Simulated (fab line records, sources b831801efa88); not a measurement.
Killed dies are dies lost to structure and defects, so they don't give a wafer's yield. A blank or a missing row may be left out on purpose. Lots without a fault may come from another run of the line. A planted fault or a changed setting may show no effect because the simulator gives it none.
Problem report in the 8D (eight disciplines) form, filled by code | flow gf180mcu | the parts of the form that need people (team, actions taken, sign-off) are left out

1. THE PROBLEM
MIM_ALCU_RS at GF_MIM_RS_MEAS_10 reads a mean of 0.2690 ohm/sq on 1 wafer of 1 lot; wafers without a fault read 0.1600 ohm/sq with a standard deviation of 0.0022. That is +50 standard deviations from the usual mean.
The step: measures by four-point-probe.
First seen on wafer L486.1, day 30 06:04, on film_metro-04. The record holds 30 wafers of 10 lots with a number at this step. Rule for "out", or "out of limits": more than 4 standard deviations from the usual mean. The other wafers with a number count as sound.

2. WHAT IT IS AND WHAT IT IS NOT
question                    | is                | is not
which readings at this step | MIM_ALCU_RS       | -
which lots                  | L486              | L470, L474, L475, L476, L477, L478, L480, L488, L491
which wafers of those lots  | L486.1            | L486.2, L486.3
read on which gauges        | film_metro-04     | film_metro-01, film_metro-02
when                        | from day 30 06:04 | up to then (23 sound wafers); but 6 sound wafers of L488, L491 came after

3. SUSPECTS, AND WHAT RULES EACH OUT
Counting: a tool at a process step up to the reading stays a suspect if it ran every lot that is out. Sound lots after the first of them don't rule it out here, since some wafers of a struck lot are sound.
- the gauge at GF_MIM_RS_MEAS_10: ruled out. All the wafers that are out were read on film_metro-04, but those of them that GF_MIM_METAL_ETCH_19 has rows for are out there too, on other tools.
- rie_diel-01 at GF_V4_ETCH_16 (etches BARC in N2/H2): kept. It ran the lot that is out, L486 (day 30 04:16); its last sound lot up to then is L480 (day 28 10:07).
- pecvd-02 at GF_MIM_CVD_05 (deposits Si3N4, target thk 42 nm, time 29.086 s): kept. It ran the lot that is out, L486 (day 30 05:52); its last sound lot up to then is L476 (day 27 09:43).
- pvd_sputter-01 at GF_MIM_SPUTTER_08 (material AlCu, target thk 200 nm, time 10.6 s): kept. It ran the lot that is out, L486 (day 30 06:01); its last sound lot up to then is L477 (day 27 16:36).
- Within rie_diel-01 at GF_V4_ETCH_16: the wafers that are out ran in chamber 2; their sound lot-mates ran in chambers 0, 1.
- Within pecvd-02 at GF_MIM_CVD_05: the wafers that are out ran in chamber 1; their sound lot-mates ran in chambers 0, 2.
Left after counting: rie_diel-01 at GF_V4_ETCH_16, pecvd-02 at GF_MIM_CVD_05, pvd_sputter-01 at GF_MIM_SPUTTER_08.

4. THE CAUSE (what the simulator had put in)
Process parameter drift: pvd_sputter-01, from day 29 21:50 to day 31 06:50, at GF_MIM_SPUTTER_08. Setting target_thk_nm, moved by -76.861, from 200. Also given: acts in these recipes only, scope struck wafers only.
Counting left 3 suspects, and this tool is among them.

5. THE CHAIN OF EFFECTS, in route order
Each row: a reading whose mean over the struck wafers that have a number lies more than 3 standard deviations from the usual. Only readings for which the record gives a usual standard deviation are gone through. hours: the time from each lot's start at the first step in this table that gives one to its start at this step, as a median over the lots. sigmas: the change in usual standard deviations.
hours | step                 | reading            | usual         | on struck wafers | change  | sigmas
0     | GF_MIM_RS_MEAS_10    | MIM_ALCU_RS        | 0.1600 ohm/sq | 0.2690           | +0.1090 | +50
0     | GF_MIM_THK_MEAS_11   | MIM_ALCU_THK       | 198.4 nm      | 120.2            | -78.2   | -26
18    | GF_MIM_METAL_ETCH_19 | oes_product_au     | 0.942 a.u.    | 0.790            | -0.152  | -21
18    | GF_MIM_METAL_ETCH_19 | throttle_valve_pct | 28.284 %      | 28.425           | +0.141  | +13
The process steps in it:
- GF_MIM_METAL_ETCH_19: etches the open film in Cl2/BCl3, stops on Si3N4, target depth 324.5 nm, time 54.1 s.

6. WHAT WOULD HAVE CAUGHT IT SOONER
In this record the first reading out of limits at a measuring or inspecting step was taken at day 30 06:04, 8 hours after the fault began at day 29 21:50.
Of the tool readings at GF_MIM_SPUTTER_08 for which the record gives a usual standard deviation, none was out on any struck wafer, so an alarm limit of 4 standard deviations on them would not have fired.
All the lots that are out (1) had begun GF_MIM_SPUTTER_08 on pvd_sputter-01 by day 30 06:04. A hold on the tool at that time would have spared none of them.
